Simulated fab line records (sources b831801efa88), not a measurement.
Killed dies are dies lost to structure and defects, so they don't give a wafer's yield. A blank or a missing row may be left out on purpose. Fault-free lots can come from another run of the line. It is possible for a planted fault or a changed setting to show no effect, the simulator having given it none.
Split-lot study | flow sfqLine | 5 lots, 23 wafers read, on a route of 325 steps

THE SPLIT
At SFQ_TRILAYER_L0_DEP_SPUTTER_003 (material MoNx KI, target thk 40 nm, time 100 s), the setting timeS was moved away from the recipe's 100 s on 7 of the 23 wafers read, by -7.5% to +11.2%. All remaining wafers had this setting at the recipe value.

FROM THE SPLIT TO THE READING: what the file shows between them, 2 steps
- SFQ_L0_RS_MEAS_901: measures by four-point-probe
- SFQ_L0_THK_MEAS_902: measures by xrf

THE READING
oesProductAu, in a.u., at SFQ_TRILAYER_L0_ETCH_METAL_ETCH_008 (etches MoNx KI in SF6/O2, stops on SiO2, target depth 50 nm, time 25 s). Typical for fault-free wafers on this fab line: 0.874 a.u., with standard deviation 0.0089 a.u.

wafer  | tool, chamber at the split | timeS as run, s | against the recipe | oesProductAu, a.u. | against lot-mates on the recipe
L074.1 | pvdSputter-06, -           | 94.23           | -5.8%              | 0.847              | -0.022
L074.2 | pvdSputter-06, -           | 94.23           | -5.8%              | 0.820              | -0.049
L074.3 | pvdSputter-06, -           | 94.23           | -5.8%              | 0.846              | -0.023
L074.4 | pvdSputter-06, -           | 100             | recipe             | 0.872              | -
L074.6 | pvdSputter-06, -           | 100             | recipe             | 0.867              | -
L076.1 | pvdSputter-06, -           | 100             | recipe             | 0.872              | -
L076.2 | pvdSputter-06, -           | 92.49           | -7.5%              | 0.836              | -0.040
L076.3 | pvdSputter-06, -           | 100             | recipe             | 0.873              | -
L076.5 | pvdSputter-06, -           | 92.49           | -7.5%              | 0.836              | -0.040
L076.6 | pvdSputter-06, -           | 100             | recipe             | 0.883              | -
L080.1 | pvdSputter-05, -           | 100             | recipe             | 0.859              | -
L080.2 | pvdSputter-05, -           | 100             | recipe             | 0.874              | -
L080.3 | pvdSputter-05, -           | 111.2           | +11.2%             | 0.926              | +0.058
L080.4 | pvdSputter-05, -           | 111.2           | +11.2%             | 0.916              | +0.048
L080.5 | pvdSputter-05, -           | 100             | recipe             | 0.871              | -
L081.1 | pvdSputter-03, -           | 100             | recipe             | 0.883              | -
L081.2 | pvdSputter-03, -           | 100             | recipe             | 0.877              | -
L081.4 | pvdSputter-03, -           | 100             | recipe             | 0.890              | -
L081.5 | pvdSputter-03, -           | 100             | recipe             | 0.878              | -
L081.6 | pvdSputter-03, -           | 100             | recipe             | 0.880              | -
L082.1 | pvdSputter-03, -           | 100             | recipe             | 0.866              | -
L082.2 | pvdSputter-03, -           | 100             | recipe             | 0.875              | -
L082.4 | pvdSputter-03, -           | 100             | recipe             | 0.874              | -

FIT RESULTS
A straight line over all 23 wafers: oesProductAu changes by +0.00483 a.u. for each +1% of timeS; r = +0.93; the points scatter about the line by 0.0088 a.u.
The same after taking each lot's own level away (the mean of its wafers on the recipe; 23 wafers): +0.00503 a.u. for each +1%; r = +0.96; scatter 0.0066 a.u.
Per that fit: largest timeS move, reading shift of 0.056 a.u.
Measured against the standard deviation above, the lots' own levels, which go from 0.8680 to 0.8816 a.u., span 1.5 times it.
Consequently the slope shifts little with the lot-to-lot level, the two slopes agreeing.
Check: for one of the wafers moved furthest among these (+11.2%), held out of the fit, the line's prediction against its lot-mates is +0.0542 a.u. Against them it came out at +0.058 a.u.

THE WHOLE CHAIN: every reading that the file lists as answering this split, in the file's order
step                                | what it does                                                           | reading                                                                                       | change (the file's fit)                   | r (the file's)
SFQ_TRILAYER_L0_DEP_SPUTTER_003     | material MoNx KI, target thk 40 nm, time 100 s                         | MoNx_KI_of_TRILAYER_L0_DEP_SPUTTER_003.thkNm (the simulator's own value, which no gauge read) | +0.388 nm for each +1% of the setting     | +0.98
SFQ_L0_RS_MEAS_901                  | measures by four-point-probe                                           | L0_MONX_KI_RS                                                                                 | -0.42 for each +1% of the setting         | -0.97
SFQ_L0_THK_MEAS_902                 | measures by xrf                                                        | L0_MONX_KI_THK                                                                                | +0.375 for each +1% of the setting        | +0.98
SFQ_TRILAYER_L0_ETCH_METAL_ETCH_008 | etches MoNx KI in SF6/O2, stops on SiO2, target depth 50 nm, time 25 s | oesProductAu                                                                                  | +0.00501 a.u. for each +1% of the setting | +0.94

FILE'S OWN FIT
oesProductAu changes by +0.00501 a.u. for each +1% of timeS, r = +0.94.
